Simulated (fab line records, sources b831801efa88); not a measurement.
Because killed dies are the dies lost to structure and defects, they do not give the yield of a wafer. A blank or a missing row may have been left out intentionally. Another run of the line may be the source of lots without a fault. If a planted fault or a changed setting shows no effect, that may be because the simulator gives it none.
Comparing a struck lot with a sound one | flow sky130 | 16 steps out of a route of 708
Sound: the wafers L992.1, L992.4, L992.6. Struck: wafer L999.4. (L999.2, L999.3 of the same lot were not struck and are left out.) The cause comes at the end.
Each step with rows lists, per side, the tool, then ch with its chambers, then its first start. Under that, the readings that differ: sound wafers | struck wafers | difference of the means | sigmas: that difference in standard deviations of wafers without a fault.
alike: readings with means less than 2 such deviations apart, plus words and numbers identical on both sides. not compared: withheld readings, readings lacking a value on some wafer, bounds such as >300 that could conceal the same value, and numbers that have no deviation in the record and whose values overlap.
Wherever a step has rows on one side only, a row that says differs or no value, or a row with sigmas, the two part there. Non-overlapping numbers with no deviation appear without sigmas and do not part them. Lack of a reading on every wafer of one side parts them only where that side has two or more wafers.

first, 8 steps without rows for these wafers: SKY_METAL1_DEHYDRATE_07 (time 60 s); SKY_METAL1_HMDS_08 (prime time 60 s); SKY_METAL1_COAT_09 (resist thk 60 nm); SKY_METAL1_COAT_10 (resist thk 450 nm); SKY_METAL1_SOFTBAKE_11 (time 90 s); SKY_METAL1_EXPOSE_12 (exposes mask MM1, target cd 140 nm); SKY_METAL1_PEB_13; SKY_METAL1_DEVELOP_14 (develop time 60 s).
SKY_METAL1_CD_MEAS_15: target cd 140 nm.
  sound on cd sem-01, day 33 21:26; struck on cd sem-01, day 35 20:44
  alike: cd nm
SKY_METAL1_OVL_MEAS_16:
  sound on overlay-02, day 33 21:33; struck on overlay-02, day 35 20:50
  alike: METAL1_OVL
SKY_METAL1_DESCUM_17: chemistry O2, time 8 s.
  sound on rie metal-03 ch 0, day 33 21:35; struck on rie metal-03 ch 0, day 35 20:52
  alike: drypump motor current A, oes product au
  not compared: rf hours counter h
SKY_METAL1_ETCH_18: etches BARC in N2/H2, stops on SiO2, time 45.9 s, target depth 60 nm.
  sound on rie metal-03 ch 0, day 33 21:39; struck on rie metal-03 ch 0, day 35 20:53
  alike: bias w, drypump motor current A, oes product au, throttle valve pct
  not compared: rf hours counter h
SKY_METAL1_METAL_ETCH_19: etches the open film in Cl2/BCl3, stops on SiO2, target depth 360 nm, time 78 s.
  sound on rie metal-03 ch 0, day 33 21:47; struck on rie metal-03 ch 0, day 35 20:58
  reading                                       | sound             | struck | difference | sigmas
  bias w (W)                                    | 48.49 48.48 48.67 | 42.22  | -6.33      | -49
  model.KrF-thick_of_METAL1_COAT_10.thk nm (nm) | 159.9 159.3 159.9 | 173.1  | +13.4      |
  alike: drypump motor current A, oes product au, throttle valve pct
  not compared: rf hours counter h
SKY_METAL1_STRIP_20: strips in O2/N2.
  sound on plasma asher-01 ch 1, day 33 21:58; struck on plasma asher-01 ch 1, day 35 21:03
  reading                      | sound             | struck | difference | sigmas
  oes product au (a.u.)        | 0.343 0.342 0.343 | 0.355  | +0.012     | +2
  strip time to endpoint s (s) | 2.71 2.70 2.71    | 2.87   | +0.16      | +4
  alike: drypump motor current A
  not compared: rf hours counter h
then, 1 step without rows for these wafers: SKY_METAL1_STRIP_21 (strips in post etch residue remover, time 1200 s).
SKY_PAD_OPEN_PROBE_99:
  sound wafers here have rows in the record (prober-01, day 46 18:26); struck ones have none

WHERE THEY PART
At SKY_METAL1_METAL_ETCH_19 first; at SKY_PAD_OPEN_PROBE_99 last (within this record only).

WHY: what had been put in by the simulator
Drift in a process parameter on rie metal-03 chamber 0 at SKY_METAL1_METAL_ETCH_19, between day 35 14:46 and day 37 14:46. A move of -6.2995 in setting bias w, from 48.5. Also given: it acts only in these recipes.
